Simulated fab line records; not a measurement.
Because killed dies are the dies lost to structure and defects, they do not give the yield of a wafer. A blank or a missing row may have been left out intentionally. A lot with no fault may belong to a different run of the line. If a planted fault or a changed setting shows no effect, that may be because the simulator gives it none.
Which tool did it? + flow gf180mcu + 15 lots, 45 wafers sampled, at 4 steps of a route of 602

## WHAT THE GAUGES READ, wafer by wafer
GF_V1_THK_MEAS_01. Usual: V1_CVD_00_THK typically reads 602 nm, with standard deviation 6.7.
| lot  | measured     | on           | V1_CVD_00_THK (nm) | flag |
|------|--------------|--------------|--------------------|------|
| L197 | day 18 02:49 | filmMetro-04 | 591 592 590        |      |
| L198 | day 18 09:52 | filmMetro-02 | 597 611 604        |      |
| L199 | day 18 12:31 | filmMetro-04 | 597 604 593        |      |
| L201 | day 19 03:44 | filmMetro-04 | 595 601 602        |      |
| L202 | day 19 10:31 | filmMetro-04 | 603 603 595        |      |
| L203 | day 19 23:41 | filmMetro-03 | 608 597 603        |      |
| L206 | day 20 22:44 | filmMetro-04 | 599 608 599        |      |
| L207 | day 21 09:35 | filmMetro-04 | 603 604 597        |      |
| L208 | day 21 13:39 | filmMetro-04 | 601 612 608        |      |
| L209 | day 22 07:25 | filmMetro-03 | 592 590 590        |      |
| L215 | day 24 09:59 | filmMetro-04 | 603 614 599        |      |
| L216 | day 24 15:11 | filmMetro-04 | 592 601 600        |      |
| L217 | day 24 19:47 | filmMetro-02 | 589 588 609        |      |
| L218 | day 24 23:24 | filmMetro-02 | 602 601 600        |      |
| L219 | day 25 03:28 | filmMetro-02 | 606 607 606        |      |

GF_V1_BOW_MEAS_05. Usual: V1_BOW typically reads 82 um, with standard deviation 7.6.
| lot  | measured     | on           | V1_BOW (um) | flag |
|------|--------------|--------------|-------------|------|
| L197 | day 18 03:19 | filmMetro-04 | 87 66 85    |      |
| L198 | day 18 10:21 | filmMetro-03 | 88 85 77    |      |
| L199 | day 18 13:01 | filmMetro-04 | 83 75 84    |      |
| L201 | day 19 04:14 | filmMetro-02 | 82 81 76    |      |
| L202 | day 19 11:01 | filmMetro-04 | 77 78 89    |      |
| L203 | day 20 00:11 | filmMetro-02 | 81 75 87    |      |
| L206 | day 20 23:15 | filmMetro-04 | 84 75 84    |      |
| L207 | day 21 10:17 | filmMetro-02 | 91 88 83    |      |
| L208 | day 21 14:08 | filmMetro-03 | 82 98 72    |      |
| L209 | day 22 07:55 | filmMetro-03 | 80 91 85    |      |
| L215 | day 24 10:32 | filmMetro-03 | 84 90 83    |      |
| L216 | day 24 15:41 | filmMetro-04 | 80 75 74    |      |
| L217 | day 24 20:16 | filmMetro-02 | 78 80 80    |      |
| L218 | day 25 00:07 | filmMetro-04 | 89 93 92    |      |
| L219 | day 25 03:58 | filmMetro-04 | 90 82 73    |      |

GF_V1_CD_MEAS_14: the cd target is 260 nm. Usual: cdNm at 260.1 nm, with a standard deviation of 1.
| lot  | measured     | on       | cdNm (nm)         | flag |
|------|--------------|----------|-------------------|------|
| L197 | day 19 03:09 | cdSem-02 | 261.3 260.4 259.8 |      |
| L198 | day 19 10:35 | cdSem-02 | 260.1 260.6 259.6 |      |
| L199 | day 19 14:04 | cdSem-01 | 260.1 259.3 258.1 |      |
| L201 | day 20 04:34 | cdSem-01 | 260.4 260.5 260.7 |      |
| L202 | day 20 11:30 | cdSem-02 | 259.1 260.0 260.7 |      |
| L203 | day 21 00:12 | cdSem-01 | 259.8 260.1 261.0 |      |
| L206 | day 21 23:24 | cdSem-02 | 261.0 262.2 261.7 |      |
| L207 | day 22 09:46 | cdSem-02 | 260.5 260.9 259.8 |      |
| L208 | day 22 13:07 | cdSem-02 | 260.2 260.6 260.6 |      |
| L209 | day 23 06:38 | cdSem-02 | 260.0 260.3 258.7 |      |
| L215 | day 25 08:50 | cdSem-01 | 260.3 260.4 260.6 |      |
| L216 | day 25 13:35 | cdSem-01 | 257.5 257.8 259.4 |      |
| L217 | day 25 18:32 | cdSem-01 | 260.4 261.3 261.7 |      |
| L218 | day 25 21:16 | cdSem-02 | 260.1 259.8 260.1 |      |
| L219 | day 26 01:40 | cdSem-02 | 260.1 260.4 261.9 |      |

## EACH LOT AND THE TOOL THAT RAN IT (in order: tool; ch and the chambers of the sampled wafers; start)
| lot  | GF_VT_IMPLANT_PEB_38             |
|------|----------------------------------|
| L197 | lithoTrack-03 ch 0, day 8 04:50  |
| L198 | lithoTrack-02 ch 0, day 8 12:05  |
| L199 | lithoTrack-03 ch 0, day 8 12:58  |
| L201 | lithoTrack-02 ch 0, day 8 22:44  |
| L202 | lithoTrack-01 ch 0, day 9 06:24  |
| L203 | lithoTrack-01 ch 0, day 9 15:24  |
| L206 | lithoTrack-01 ch 0, day 10 08:37 |
| L207 | lithoTrack-01 ch 0, day 10 13:51 |
| L208 | lithoTrack-02 ch 0, day 10 21:22 |
| L209 | lithoTrack-03 ch 0, day 11 09:08 |
| L215 | lithoTrack-02, day 13 03:58      |
| L216 | lithoTrack-03, day 13 08:59      |
| L217 | lithoTrack-01, day 13 14:42      |
| L218 | lithoTrack-03 ch 0, day 13 15:02 |
| L219 | lithoTrack-01 ch 0, day 13 21:58 |
- GF_VT_IMPLANT_PEB_38

## AS READ BY THE TOOLS THEMSELVES (means over the sampled wafers that have a number; for cases with no such wafer, the mark the record gives instead)
GF_VT_IMPLANT_PEB_38. Usual: exhaustPa at 45.1 Pa, with a standard deviation of 0.94.
| lot  | tool          | exhaustPa (Pa) | flag |
|------|---------------|----------------|------|
| L197 | lithoTrack-03 | 45.0           |      |
| L198 | lithoTrack-02 | 44.6           |      |
| L199 | lithoTrack-03 | 44.2           |      |
| L201 | lithoTrack-02 | 44.0           |      |
| L202 | lithoTrack-01 | 45.3           |      |
| L203 | lithoTrack-01 | 45.2           |      |
| L206 | lithoTrack-01 | 45.4           |      |
| L207 | lithoTrack-01 | 44.9           |      |
| L208 | lithoTrack-02 | 45.5           |      |
| L209 | lithoTrack-03 | 44.7           |      |
| L215 | lithoTrack-02 | -              | OFF  |
| L216 | lithoTrack-03 | -              | OFF  |
| L217 | lithoTrack-01 | -              | OFF  |
| L218 | lithoTrack-03 | 44.9           |      |
| L219 | lithoTrack-01 | 45.5           |      |

## THE ANSWER, worked out from the rows above alone
Rule: take the mean of a lot's wafers that have a number; if it is more than 3 standard deviations from the usual mean, the lot is off. A lot without any number at a reading at which 4 lots or more have one is off too. Any other lot the step has rows for is counted as sound. After the gauges, taken in route order, come the tools' own readings; for these a lot's mean is taken, as printed above. The first step at which some lot is off is used, and at that step the reading that is off furthest; a lot without a number counts as furthest.
Off: L215, L216, L217 (GF_VT_IMPLANT_PEB_38, exhaustPa). Without a number there: L215, L216, L217.
A tool fits if, at that step or a process step before it, it ran every lot that is off, and no sound lot after the first of them. None of those tried fits.

## WHAT THE SIMULATOR PUT IN
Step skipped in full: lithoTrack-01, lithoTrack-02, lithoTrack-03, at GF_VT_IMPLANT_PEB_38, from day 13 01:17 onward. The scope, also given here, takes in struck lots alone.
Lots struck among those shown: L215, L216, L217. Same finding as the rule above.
